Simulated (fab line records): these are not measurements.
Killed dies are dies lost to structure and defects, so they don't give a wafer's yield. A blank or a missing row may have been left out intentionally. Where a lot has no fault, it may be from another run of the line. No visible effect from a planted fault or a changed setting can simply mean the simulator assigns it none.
The tool behind it: which one?    flow gf180mcu    18 wafers from 6 lots sampled at 3 of the route's 602 steps

== WHAT EACH GAUGE READ, for each wafer ==
GF_VT_IMPLANT_RS_MEAS_49: measurement is done with a four-point probe.
lot   measured      on             MVPSD_RS (ohm/sq)
L816  day 7 17:26   film-metro-01  1170 1170 1171
L820  day 8 22:50   film-metro-01  1164 1164 1166
L822  day 9 14:11   film-metro-04  1163 1165 1160
L827  day 10 23:13  film-metro-04  1168 1167 1165
L829  day 11 10:10  film-metro-01  1169 1164 1168
L833  day 12 18:43  film-metro-03  1189 1189 1189

== WHAT TOOL EACH LOT RAN ON (gives the tool, then ch and the chambers of the sampled wafers, and finally the start) ==
lot   GF_LVPWELL_STRIP_10                  GF_MVPSD_IMPLANT_09
L816  plasma-asher-04 ch 0,1, day 4 01:19  implanter-03 ch 0, day 5 05:14
L820  plasma-asher-04 ch 0,1, day 5 01:31  implanter-01 ch 0, day 6 04:58
L822  plasma-asher-02 ch 0,1, day 5 13:48  implanter-01 ch 0, day 6 19:37
L827  plasma-asher-04 ch 0,1, day 6 17:40  implanter-04 ch 0, day 8 01:21
L829  plasma-asher-04 ch 0, day 7 02:51    implanter-03 ch 0, day 8 10:48
L833  plasma-asher-03 ch 0,1, day 8 03:53  implanter-04 ch 0, day 9 14:33
- GF_LVPWELL_STRIP_10: strips in O2/N2.
- GF_MVPSD_IMPLANT_09

== THE ANSWER, worked out from the rows above alone ==
Rule: usual is defined by the lots themselves. Put in order of their means at a reading, lots are off if they are a third of the lots or fewer, leave a main group of 4 or more, and stand apart from it by a gap of 3 or more times the standard deviation of the main group's means; of several such gaps the widest counts. A main group is skipped when, at the precision printed for the reading in the tables above, its means are all equal. A lot without any number at a reading at which 4 lots or more have one is off too. Any other lot the step has rows for is counted as sound.
Off: at GF_VT_IMPLANT_RS_MEAS_49 (MVPSD_RS), L833. Mean 1166 ohm/sq and standard deviation 2.6 in the main group.
If a tool, at a process step before that reading, ran all the lots that are off and no sound lot after the first of them, it fits. Those tools and the gauges at GF_VT_IMPLANT_RS_MEAS_49 are tried in the same way. Can't be told from this: 3 tools fit, plasma-asher-03 at GF_LVPWELL_STRIP_10, implanter-04 at GF_MVPSD_IMPLANT_09, film-metro-03 at GF_VT_IMPLANT_RS_MEAS_49.

== WHAT THE SIMULATOR PUT IN ==
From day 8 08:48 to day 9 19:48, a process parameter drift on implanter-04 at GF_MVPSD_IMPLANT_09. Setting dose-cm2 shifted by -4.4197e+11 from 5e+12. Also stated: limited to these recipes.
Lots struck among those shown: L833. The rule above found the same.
